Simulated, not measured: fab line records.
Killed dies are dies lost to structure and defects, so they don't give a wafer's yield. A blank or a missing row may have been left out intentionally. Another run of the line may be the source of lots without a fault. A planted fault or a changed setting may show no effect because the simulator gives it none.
fab line records	flow sfq-line
[record] lots = 5	wafers = 14	last-day = 94
route steps=325 shown M0@32 I0@43 M1@58
lots that met no fault: taken from a fault-free run of the same line
start-h: hours from the record's opening day to when the first of the lot's shown wafers began	wait-h: hours elapsed since this lot's preceding step	" as in the row above	L1.1+2: several wafers, shown together as one row	- no value, or no start given	* or withheld: withheld	< > ~ a bound
route shown NAME@n: NAME is a module with steps in the file, n the number in the route of the first one	usual: mean and standard deviation over wafers with no fault	same: alike in all rows	chamber/n: place in a boat	sites: each site's reading	_std_site: the values' standard deviation	_edge_site: mean of outer sites minus mean of inner sites	radius-mm: how far each site lies from the wafer's centre	mask NAME#n: copy n	behind: the tool/chamber that last shaped the wafer	hold: why the lot was held/for how many hours/how that ended	device: which transistor (n, p or np) failed to switch	end of line: tests of these same wafers at the route's end	step lacking rows: just its recipe	killed: dies lost to structure and defects at the first sort, not the wafer's yield	map: a wafer's dies, x killed, . not, _ none there
set.NAME: the setting the step ran with; set.NAME@STEP: the setting that earlier step ran with	model.NAME: the simulator's own value behind a step, which no gauge read
certain route steps with their lots: each step a table, each wafer a row
services: when a tool's chamber went out of use (start-h, in hours from the record's first day, below 0 if earlier), for how many hours, and the reason
[[steps]]
[step SFQ_TRILAYER_M0_LITHO_COAT_026]
[recipe] resist = BARC	spin-rpm = 3000	resist-thk-nm = 62
[step SFQ_TRILAYER_M0_LITHO_COAT_021]
[recipe] resist = KrF	spin-rpm = 3000	resist-thk-nm = 600
[step SFQ_TRILAYER_M0_LITHO_SOFTBAKE_025]
[recipe] temp-c = withheld	time-s = withheld	resist = KrF
[step SFQ_TRILAYER_M0_LITHO_EXPOSE_022]
[recipe] mask-id = M0	na = 0.6	source-shape = conventional	sigma-outer = 0.65	target-cd-nm = 500	dose-mj = 14.4
[step SFQ_TRILAYER_M0_LITHO_PEB_024]
[recipe] peb-temp-c = 115	peb-time-s = 60	resist = KrF
[step SFQ_TRILAYER_M0_LITHO_DEVELOP_023]
[recipe] time-s = 60	resist = KrF
[step SFQ_M0_OVL_MEAS_906]
[usual] M0_OVL = 3/5.5
lot.wafer	tool	chamber	start-h	wait-h	M0_OVL[nm]
L793.4	overlay-02	-	188.16	0.1	1
L793.5	"	-	"	"	-7
L793.6	"	-	"	"	-3
L796.2	overlay-02	-	205.80	0.1	0
L796.3	"	-	"	"	-8
L796.5	"	-	"	"	-1
L797.1	overlay-01	-	209.39	0.1	5
L797.3	"	-	"	"	4
L797.4	"	-	"	"	5
L799.5	overlay-01	-	226.97	0.0	3
L799.6	"	-	"	"	5
L811.3	overlay-01	-	292.76	0.1	6
L811.5	"	-	"	"	8
L811.6	"	-	"	"	6
[step SFQ_TRILAYER_M0_BARC_OPEN_METAL_ETCH_031]
[recipe] mask-material = PR	chemistry = O2	target-depth-nm = 125	target = BARC	icp-w = 600	bias-w = 80	pressure-mtorr = 10	time-s = 41.7
[usual] drypump-motor-current-A = 5.7/0.53	oes-product-au = 0.685/0.0049
[same] time-s = 41.7
lot.wafer	tool	chamber	start-h	wait-h	drypump-motor-current-A	oes-product-au	rf-hours-counter-h
L793.4	rie-metal-03	1	188.20	0.0	6.6	0.676	-
L793.5	"	1	"	"	6.5	0.692	-
L793.6	"	0	"	"	5.1	0.688	-
L796.2	rie-metal-01	0	205.85	0.0	5.0	0.690	-
L796.3	"	0	"	"	5.0	0.682	-
L796.5	"	0	"	"	5.0	0.688	-
L797.1	rie-metal-03	1	209.43	0.0	6.5	0.685	45
L797.3	"	1	"	"	6.5	0.685	-
L797.4	"	0	"	"	5.1	0.690	-
L799.5	rie-metal-01	0	227.02	0.0	5.0	0.688	-
L799.6	"	1	"	"	5.6	0.682	-
L811.3	rie-metal-01	1	292.80	0.0	5.6	0.687	-
L811.5	"	0	"	"	4.9	0.695	-
L811.6	"	1	"	"	5.6	0.677	-
[step SFQ_TRILAYER_M0_ETCH_METAL_ETCH_024]
[recipe] target = Nb	stop-on = SiO2	mask-material = PR	chemistry = Cl2/Ar	target-depth-nm = 240	icp-w = 600	bias-w = 80	pressure-mtorr = 10	time-s = 120
[usual] drypump-motor-current-A = 5.7/0.53	oes-product-au = 0.896/0.0069
[same] time-s = 120
lot.wafer	tool	chamber	start-h	wait-h	drypump-motor-current-A	oes-product-au	rf-hours-counter-h
L793.4	rie-metal-03	1	188.28	0.1	6.5	0.897	-
L793.5	"	1	"	"	6.5	0.903	-
L793.6	"	0	"	"	5.0	0.908	-
L796.2	rie-metal-01	0	205.99	0.1	5.0	0.910	-
L796.3	"	0	"	"	5.0	0.898	-
L796.5	"	0	"	"	5.0	0.907	-
L797.1	rie-metal-03	1	209.49	0.0	6.5	0.905	45
L797.3	"	1	"	"	6.5	0.892	-
L797.4	"	0	"	"	5.1	0.890	-
L799.5	rie-metal-01	0	227.12	0.1	5.0	0.896	-
L799.6	"	1	"	"	5.6	0.897	-
L811.3	rie-metal-01	1	292.88	0.1	5.6	0.891	-
L811.5	"	0	"	"	5.0	0.902	-
L811.6	"	1	"	"	5.6	0.902	-
[step SFQ_TRILAYER_M0_STRIP_STRIP_025]
[recipe] gas = O2	power-w = 200	platen-temp-c = 40	overash-fraction = 0.65	chemistry = O2	pressure-mtorr = 50
[usual] drypump-motor-current-A = 5.7/0.53	oes-product-au = 1.006/0.012
lot.wafer	tool	chamber	start-h	wait-h	drypump-motor-current-A	oes-product-au	rf-hours-counter-h
L793.4	rie-metal-03	1	188.56	0.2	6.5	1.007	-
L793.5	"	1	"	"	6.5	1.012	-
L793.6	"	0	"	"	5.0	0.989	-
L796.2	rie-metal-01	0	206.40	0.4	5.0	0.986	-
L796.3	"	0	"	"	5.0	0.993	-
L796.5	"	0	"	"	5.0	0.987	-
L797.1	rie-metal-03	1	209.61	0.1	6.5	1.002	45
L797.3	"	1	"	"	6.5	1.015	-
L797.4	"	0	"	"	5.1	0.994	-
L799.5	rie-metal-01	0	227.56	0.4	5.0	0.989	-
L799.6	"	1	"	"	5.6	1.004	-
L811.3	rie-metal-01	1	293.16	0.2	5.6	0.998	-
L811.5	"	0	"	"	5.0	1.005	-
L811.6	"	1	"	"	5.6	0.984	-
[step SFQ_TRILAYER_M0_STRIP_SOLV_CLEAN_026]
[recipe] chemistry = NMP	temp-c = 70	time-s = 600
[step SFQ_TRILAYER_I0_DEP_PECVD_027]
[recipe] material = SiO2	temp-c = 150	time-s = 111.11	pressure-torr = 2.4	rf-w = 183.3	precursor = SiH4/N2O	target-thk-nm = 500
[step SFQ_TRILAYER_I0_CMP_CMP_028]
[recipe] material = SiO2	down-force-psi = 3	platen-rpm = 60	pad-velocity-m-s = 0.94248
[usual] motor-current-A = 10.0/0.75	retaining-ring-pressure-frac = 1.000/0.0048	slurry-flow-ml-min = 150.0/0.48	time-to-endpoint-s = 208/8.8
lot.wafer	tool	chamber	start-h	wait-h	motor-current-A	retaining-ring-pressure-frac	slurry-flow-ml-min	time-to-endpoint-s	model.SiO2_of_TRILAYER_I0_DEP_PECVD_027.thk-nm
L793.4	cmp-02	3	199.15	9.9	10.1	1.000	150.0	207	198.6
L793.5	"	3	201.15	11.9	10.4	1.003	150.5	211	198.9
L793.6	"	0	"	"	10.6	0.997	150.2	206	196.8
L796.2	cmp-01	1	213.92	6.3	10.3	0.997	149.2	217	201
L796.3	"	0	215.42	7.8	10.4	0.996	149.6	230	201.9
L796.5	"	1	"	"	9.4	1.011	149.5	224	199.7
L797.1	cmp-02	0	217.15	6.7	11.2	0.996	150.4	191	197.8
L797.3	"	2	218.15	7.7	9.0	1.001	149.5	212	199.4
L797.4	"	3	"	"	9.4	1.001	150.1	201	199.2
L799.5	cmp-02	1	234.15	6.1	9.5	1.002	150.1	203	199.7
L799.6	"	2	"	"	9.2	0.997	150.3	229	179.1
L811.3	cmp-02	0	297.58	3.8	10.8	1.006	150.2	200	196.2
L811.6	"	1	"	"	9.9	1.000	150.0	204	197.7
L811.5	"	2	"	"	8.9	1.004	149.4	215	198.5
[step SFQ_I0_BOW_MEAS_907]
[recipe] mode = bow
[usual] I0_BOW = 1/7.4
lot.wafer	tool	chamber	start-h	wait-h	I0_BOW[um]
L793.4	film-metro-03	-	202.21	2.6	5
L793.5	"	-	"	"	5
L793.6	"	-	"	"	9
L796.2	film-metro-03	-	216.94	2.5	6
L796.3	"	-	"	"	6
L796.5	"	-	"	"	15
L797.1	film-metro-03	-	220.15	2.5	3
L797.3	"	-	"	"	-9
L797.4	"	-	"	"	3
L799.5	film-metro-03	-	235.23	0.6	15
L799.6	"	-	"	"	4
L811.3	film-metro-04	-	299.12	1.0	1
L811.5	"	-	"	"	-1
L811.6	"	-	"	"	-4
[step SFQ_TRILAYER_I0_METRO_MEASURE_029]
[usual] thk-nm = 199.2/1.3
lot.wafer	tool	chamber	start-h	wait-h	thk-nm
L793.4	film-metro-03	-	202.87	0.6	198.7
L793.5	"	-	"	"	199.0
L793.6	"	-	"	"	196.9
L796.2	film-metro-03	-	217.24	0.3	200.9
L796.3	"	-	"	"	201.8
L796.5	"	-	"	"	199.9
L797.1	film-metro-03	-	220.27	0.1	198.0
L797.3	"	-	"	"	199.3
L797.4	"	-	"	"	199.0
L799.5	film-metro-03	-	236.07	0.8	199.7
L799.6	"	-	"	"	179.1
L811.3	film-metro-04	-	299.60	0.5	196.2
L811.5	"	-	"	"	198.5
L811.6	"	-	"	"	197.6
[step SFQ_TRILAYER_I0_VIA_LITHO_COAT_036]
[recipe] resist = BARC	spin-rpm = 3000	resist-thk-nm = 62
[step SFQ_TRILAYER_I0_VIA_LITHO_COAT_031]
[recipe] resist = KrF	spin-rpm = 3000	resist-thk-nm = 650
[step SFQ_TRILAYER_I0_VIA_LITHO_SOFTBAKE_035]
[recipe] temp-c = withheld	time-s = withheld	resist = KrF
[step SFQ_TRILAYER_I0_VIA_LITHO_EXPOSE_032]
[recipe] mask-id = I0	na = 0.6	source-shape = conventional	sigma-outer = 0.65	target-cd-nm = 500	dose-mj = 21.3
[step SFQ_TRILAYER_I0_VIA_LITHO_PEB_034]
[recipe] peb-temp-c = 115	peb-time-s = 60	resist = KrF
[step SFQ_TRILAYER_I0_VIA_LITHO_DEVELOP_033]
[recipe] time-s = 60	resist = KrF
[step SFQ_I0_OVL_MEAS_908]
[usual] I0_OVL = -6/4.9
lot.wafer	tool	chamber	start-h	wait-h	I0_OVL[nm]
L793.4	overlay-01	-	243.02	0.1	-7
L793.5	"	-	"	"	-7
L793.6	"	-	"	"	-6
L796.2	overlay-01	-	256.22	0.1	1
L796.3	"	-	"	"	-9
L796.5	"	-	"	"	-6
L797.1	overlay-02	-	261.00	0.1	-4
L797.3	"	-	"	"	-6
L797.4	"	-	"	"	-9
L799.5	overlay-02	-	274.23	0.0	-10
L799.6	"	-	"	"	-14
L811.3	overlay-02	-	343.12	0.1	-6
L811.5	"	-	"	"	-4
L811.6	"	-	"	"	-11
[step SFQ_TRILAYER_I0_VIA_BARC_OPEN_VIA_ETCH_046]
[recipe] mask-material = PR	chemistry = O2	target-depth-nm = 125	target = BARC	source-w = 500	bias-w = 80	pressure-mtorr = 30	time-s = 41.7
[usual] drypump-motor-current-A = 5.8/0.34	oes-product-au = 0.685/0.0051
[same] time-s = 41.7
lot.wafer	tool	chamber	start-h	wait-h	drypump-motor-current-A	oes-product-au	rf-hours-counter-h
L793.4	rie-diel-02	3	243.04	0.0	5.9	0.687	51
L793.5	"	0	"	"	5.5	0.681	-
L793.6	"	1	"	"	6.1	0.694	-
L796.2	rie-diel-03	0	256.25	0.0	6.2	0.687	82
L796.3	"	2	"	"	5.7	0.685	118
L796.5	"	3	"	"	5.0	0.682	-
L797.1	rie-diel-02	1	261.04	0.0	6.2	0.689	73
L797.3	"	3	"	"	5.9	0.676	51
L797.4	"	0	"	"	5.5	0.680	133
L799.5	rie-diel-03	1	274.26	0.0	5.8	0.695	-
L799.6	"	0	"	"	6.2	0.676	-
L811.3	rie-diel-02	3	343.14	0.0	5.9	0.694	53
L811.5	"	2	"	"	5.8	0.686	-
L811.6	"	1	"	"	6.1	0.692	-
[step SFQ_TRILAYER_I0_VIA_ETCH_VIA_ETCH_034]
[recipe] target = SiO2	stop-on = Nb	mask-material = PR	taper-deg = 20	chemistry = CHF3	target-depth-nm = 260	source-w = 500	bias-w = 80	pressure-mtorr = 30	time-s = withheld
[usual] drypump-motor-current-A = 5.8/0.34	oes-product-au = 0.853/0.0051
lot.wafer	tool	chamber	start-h	wait-h	drypump-motor-current-A	oes-product-au	model.I0.feature-depth-nm	model.etch.depth-nm
L793.4	rie-diel-02	3	243.08	0.0	5.8	0.851	198.6	198.6
L793.5	"	0	"	"	5.5	0.855	198.9	198.9
L793.6	"	1	"	"	6.1	0.848	196.8	196.8
L796.2	rie-diel-03	0	256.29	0.0	6.2	0.863	201	201
L796.3	"	2	"	"	5.7	0.856	201.9	201.9
L796.5	"	3	"	"	5.0	0.853	199.7	199.7
L797.1	rie-diel-02	1	261.08	0.0	6.1	0.844	197.8	197.8
L797.3	"	3	"	"	5.9	0.849	199.4	199.4
L797.4	"	0	"	"	5.5	0.857	199.2	199.2
L799.5	rie-diel-03	1	274.33	0.1	5.8	0.844	199.7	199.7
L799.6	"	0	"	"	6.2	0.811	179.1	179.1
L811.3	rie-diel-02	3	343.18	0.0	5.9	0.847	196.2	196.2
L811.5	"	2	"	"	5.8	0.846	198.5	198.5
L811.6	"	1	"	"	6.1	0.845	197.7	197.7
[step SFQ_TRILAYER_I0_VIA_STRIP_STRIP_035]
[recipe] gas = O2	power-w = 200	platen-temp-c = 40	overash-fraction = 0.65	chemistry = O2	pressure-mtorr = 50
[step SFQ_TRILAYER_I0_VIA_STRIP_SOLV_CLEAN_036]
[recipe] chemistry = NMP	temp-c = 70	time-s = 600
[step SFQ_TRILAYER_M1_DEP_PRE_CLEAN_038]
[recipe] gas = Ar	time-s = 22.5	bias-v = 250
[usual] bias-v = 249.8/2.5
[same] time-s = 22.5
lot.wafer	tool	chamber	start-h	wait-h	bias-v	model.SiO2_of_TRILAYER_I0_DEP_PECVD_027.thk-nm
L793.4	pvd-sputter-04	-	243.98	0.0	249.6	191.1
L793.5	"	-	"	"	246.0	191.4
L793.6	"	-	"	"	251.4	189.3
L796.2	pvd-sputter-03	-	257.19	0.0	249.7	193.5
L796.3	"	-	"	"	250.5	194.4
L796.5	"	-	"	"	248.0	192.2
L797.1	pvd-sputter-03	-	261.97	0.0	249.8	190.3
L797.3	"	-	"	"	251.8	191.9
L797.4	"	-	"	"	255.2	191.7
L799.5	pvd-sputter-04	-	275.18	0.0	255.2	192.2
L799.6	"	-	"	"	249.4	171.6
L811.3	pvd-sputter-03	-	344.07	0.0	255.1	188.7
L811.5	"	-	"	"	247.9	191
L811.6	"	-	"	"	251.2	190.1
[step SFQ_TRILAYER_M1_DEP_SPUTTER_037]
[recipe] material = Nb	base-pressure-pa = 1.33e-06	chamber-pressure-pa = 0.1333	substrate-temp-c = 20	resputter-cathode-voltage-v = 400	target-thk-nm = 200	power-w = 2000	time-s = 133.3
[usual] resputter-cathode-voltage-v = 400/4	throttle-valve-pct = 29.9/0.69
[same] time-s = 133.3
lot.wafer	tool	chamber	start-h	wait-h	resputter-cathode-voltage-v	throttle-valve-pct
L793.4	pvd-sputter-04	-	244.01	0.0	404	29.8
L793.5	"	-	"	"	396	29.7
L793.6	"	-	"	"	394	29.4
L796.2	pvd-sputter-03	-	257.22	0.0	397	29.7
L796.3	"	-	"	"	401	29.2
L796.5	"	-	"	"	403	31.8
L797.1	pvd-sputter-03	-	261.99	0.0	401	30.7
L797.3	"	-	"	"	399	29.9
L797.4	"	-	"	"	403	31.6
L799.5	pvd-sputter-04	-	275.24	0.0	397	30.0
L799.6	"	-	"	"	401	30.0
L811.3	pvd-sputter-03	-	344.10	0.0	398	29.6
L811.5	"	-	"	"	393	29.2
L811.6	"	-	"	"	399	29.9
[[services]]
tool	chamber	start-h	hours	kind
cmp-02	-	164.97	7.2	pm
film-metro-04	-	171.84	1.4	pm
film-metro-04	-	173.25	0.9	pm
rie-diel-03	-	178.34	1.5	repair
film-metro-03	-	188.79	1.2	pm
rie-diel-03	1	190.87	7.5	repair
rie-diel-03	2	192.37	1.7	repair
rie-diel-02	2	193.84	8.5	repair
rie-metal-01	1	199.97	-	clean
rie-metal-01	1	199.97	25.7	scheduled-down
rie-metal-01	1	199.97	25.7	vent-cycle
film-metro-03	-	203.47	1.8	pm
cmp-01	-	229.04	1.0	repair
cmp-01	-	231.92	7.1	pm
cmp-02	-	235.15	4.0	pm
rie-diel-03	1	260.50	5.9	repair
rie-diel-02	0	269.45	7.8	repair
rie-diel-03	3	287.54	6.2	repair
film-metro-04	-	295.92	1.2	pm
cmp-02	-	307.54	1.6	repair
pvd-sputter-04	-	326.95	5.4	repair
film-metro-03	-	338.28	2.6	pm
rie-diel-02	2	338.96	1.8	repair
cmp-02	-	342.64	0.8	repair
[[key]]
[first-sign] step = SFQ_TRILAYER_I0_METRO_MEASURE_029	reading = thk-nm	direction = down	sigmas = 16	usual = 199.2	struck = 179.1
[effect] step = SFQ_TRILAYER_I0_VIA_ETCH_VIA_ETCH_034	reading = oes-product-au	direction = down	sigmas = 8.1	usual = 0.853	struck = 0.811
[model-effect] step = SFQ_TRILAYER_I0_CMP_CMP_028	value = SiO2_of_TRILAYER_I0_DEP_PECVD_027.thk-nm	without = 199.1	struck = 179.1
[model-effect] step = SFQ_TRILAYER_I0_VIA_ETCH_VIA_ETCH_034	value = I0.feature-depth-nm	without = 199.1	struck = 179.1
[model-effect] step = SFQ_TRILAYER_M1_DEP_PRE_CLEAN_038	value = SiO2_of_TRILAYER_I0_DEP_PECVD_027.thk-nm	without = 191.6	struck = 171.6
met-at SFQ_TRILAYER_I0_CMP_CMP_028
struck-wafers L799.6
onset-between 217.15 234.15
[fault] kind = process-parameter-drift	tool = cmp-02	chamber = -	onset-h = 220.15	steps = SFQ_TRILAYER_I0_CMP_CMP_028	channel = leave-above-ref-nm	offset = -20	shape = step	end-h = 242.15	scope = struck-wafers-only	acts-in = these-recipes-only	stated = 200
